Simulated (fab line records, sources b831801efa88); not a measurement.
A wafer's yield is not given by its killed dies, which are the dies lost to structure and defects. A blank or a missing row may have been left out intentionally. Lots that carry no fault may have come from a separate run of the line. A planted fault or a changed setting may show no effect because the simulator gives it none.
Matching of chambers | flow sky130 | SKY_LI_CONTACT_ETCH_15 on rieDiel-03 has 4 sister chambers
The step etches PSG in C4F8/O2/Ar, stops on Si, target depth 600 nm. 8 wafers are shown with their chamber, then 9 later ones without.

== WAFERS, EACH WITH ITS CHAMBER ==
wafer  | chamber | oesProductAu (a.u.) | biasW (W)
L076.6 | 0       | 0.835               | 1196
L077.6 | 0       | 0.839               | 1194
L084.1 | 3       | 0.835               | 1203
L084.3 | 1       | 0.846               | 1200
L084.5 | 2       | 0.842               | 1202
L087.1 | 3       | 0.832               | 1201
L087.2 | 1       | 0.847               | 1202
L087.4 | 2       | 0.828               | 1202

== WAFERS MISSING THEIR CHAMBER ==
wafer  | oesProductAu (a.u.) | biasW (W)
L088.1 | 0.840               | 1198
L088.2 | 0.842               | 1200
L088.6 | 0.830               | 1202
L091.3 | 0.831               | 1205
L091.4 | 0.841               | 1199
L091.6 | 0.840               | 1204
L097.2 | 0.835               | 1201
L097.3 | 0.836               | 1200
L097.5 | 0.839               | 1200

== EACH ONE'S CHAMBER ==
wafer  | from the rows above               | in truth
L088.1 | can't be placed: 0 or 1 or 2 or 3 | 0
L088.2 | can't be placed: 1 or 2 or 3      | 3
L088.6 | can't be placed: 3 or 2           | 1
L091.3 | can't be placed: 3 or 2 or 1      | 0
L091.4 | can't be placed: 1 or 2 or 3 or 0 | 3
L091.6 | can't be placed: 2 or 3 or 1      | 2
L097.2 | can't be placed: 2 or 3 or 1      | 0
L097.3 | can't be placed: 2 or 3 or 1      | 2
L097.5 | can't be placed: 1 or 2 or 3      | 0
0 of 9 placed correctly. Not placeable from these rows: 9 (in 5, the candidates include the true chamber). Number placed wrongly: 0.
How it was worked out, from the rows above alone: a wafer's distance from a chamber is the root of the sum, over the readings, of the square of ((its reading less the chamber's mean) divided by the reading's scatter). If the next closest chamber is less than 2 further off than the closest, the wafer can't be placed; otherwise it belongs to the closest. A chamber's mean is the mean of its shown wafers. The scatter: take each reading less its chamber's mean, square it, sum over the shown wafers, divide by the number of wafers less the number of chambers, and take the root.
